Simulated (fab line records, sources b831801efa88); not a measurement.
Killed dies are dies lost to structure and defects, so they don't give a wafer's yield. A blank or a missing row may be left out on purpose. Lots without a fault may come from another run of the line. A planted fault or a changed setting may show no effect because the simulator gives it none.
A struck lot beside a sound one | flow sky130 | 16 steps out of a route of 708
Sound: wafers L396.2, L396.4, L396.6. Struck: wafers L410.2, L410.5, L410.6. The cause comes at the end.
At each step with rows: each side's tool, then ch and its chambers, then its first start. Under that, the readings that differ: sound wafers | struck wafers | difference of the means | sigmas: that difference in standard deviations of wafers without a fault.
alike: readings whose means differ by less than 2 such deviations, and words and numbers that are the same on both sides. not compared: withheld readings, readings that some wafer has no value for, bounds like >300 that may hide the same value, and numbers for which the record gives no deviation and whose values overlap.
The two part at a step that has a row with sigmas, a row that says differs or no value, or rows on one side only. Numbers that don't overlap but have no deviation are shown without sigmas and don't part them. A reading that every wafer of one side lacks parts them only if that side has two wafers or more.

SKY_VIA2_CMP_02: polishes SiO2.
  sound on cmp-02 ch 0,1, day 37 06:54; struck on cmp-02 ch 0,1, day 41 04:52
  alike: motor_current_A
SKY_VIA2_BOW_MEAS_03:
  sound on film_metro-04, day 37 07:10; struck on film_metro-04, day 41 05:08
  reading       | sound    | struck   | difference | sigmas
  VIA2_BOW (um) | 94 95 92 | 78 75 79 | -16        | -2
then, 8 steps without rows for these wafers: SKY_VIA2_DEHYDRATE_04 (time 60 s); SKY_VIA2_HMDS_05 (prime time 60 s); SKY_VIA2_COAT_06 (resist thk 60 nm); SKY_VIA2_COAT_07 (resist thk 450 nm); SKY_VIA2_SOFTBAKE_08 (time 90 s); SKY_VIA2_EXPOSE_09 (exposes mask VIM2, target cd 200 nm); SKY_VIA2_PEB_10; SKY_VIA2_DEVELOP_11 (develop time 60 s).
SKY_VIA2_CD_MEAS_12: target cd 200 nm.
  sound on cd_sem-01, day 38 08:24; struck on cd_sem-01, day 42 04:28
  alike: cd_nm
SKY_VIA2_OVL_MEAS_13:
  sound on overlay-02, day 38 08:31; struck on overlay-01, day 42 04:34
  alike: VIA2_OVL
SKY_VIA2_ETCH_14: etches BARC in N2/H2, stops on SiO2, time 45.9 s, target depth 60 nm.
  sound on rie_diel-01 ch 0,1,3, day 38 08:32; struck on rie_diel-01 ch 0,1,2, day 42 04:36
  reading                                     | sound             | struck            | difference | sigmas
  rf_fwd_power_W (W)                          | 494.3 497.2 493.1 | 578.6 576.7 575.2 | +82.0      | +48
  model.KrF-thick_of_VIA2_COAT_07.thk_nm (nm) | 390.3 389.3 388.1 | 386.1 386.3 386.4 | -3.0       |
  alike: drypump_motor_current_A, oes_product_au, throttle_valve_pct
  not compared: rf_hours_counter_h
SKY_VIA2_ETCH_15: etches SiO2 in C4F8/O2/Ar, stops on TiN, target depth 546 nm, time 84 s.
  sound on rie_diel-01 ch 0,1,3, day 38 08:35; struck on rie_diel-01 ch 0,1,2, day 42 04:38
  alike: oes_product_au, rf_fwd_power_W
  not compared: rf_hours_counter_h, model.KrF-thick_of_VIA2_COAT_07.thk_nm
SKY_VIA2_STRIP_16: strips in O2/N2.
  sound on plasma_asher-04 ch 0,1, day 38 08:38; struck on plasma_asher-02 ch 0,1, day 42 04:43
  alike: drypump_motor_current_A, o2_flow_sccm, oes_product_au, strip_time_to_endpoint_s
  not compared: rf_hours_counter_h
-- the record jumps here: 8 days lie between the struck wafers' starts before and after (it left off in module VIA2 and takes up again in module PAD_OPEN, whose first step shown is number 708 of the route) --
SKY_PAD_OPEN_PROBE_99:
  the record has rows for the struck wafers here (prober-02, day 50 08:48) and none for the sound ones

WHERE THEY PART
First at SKY_VIA2_BOW_MEAS_03; last, within this record, at SKY_PAD_OPEN_PROBE_99.

WHY: what the simulator had put in
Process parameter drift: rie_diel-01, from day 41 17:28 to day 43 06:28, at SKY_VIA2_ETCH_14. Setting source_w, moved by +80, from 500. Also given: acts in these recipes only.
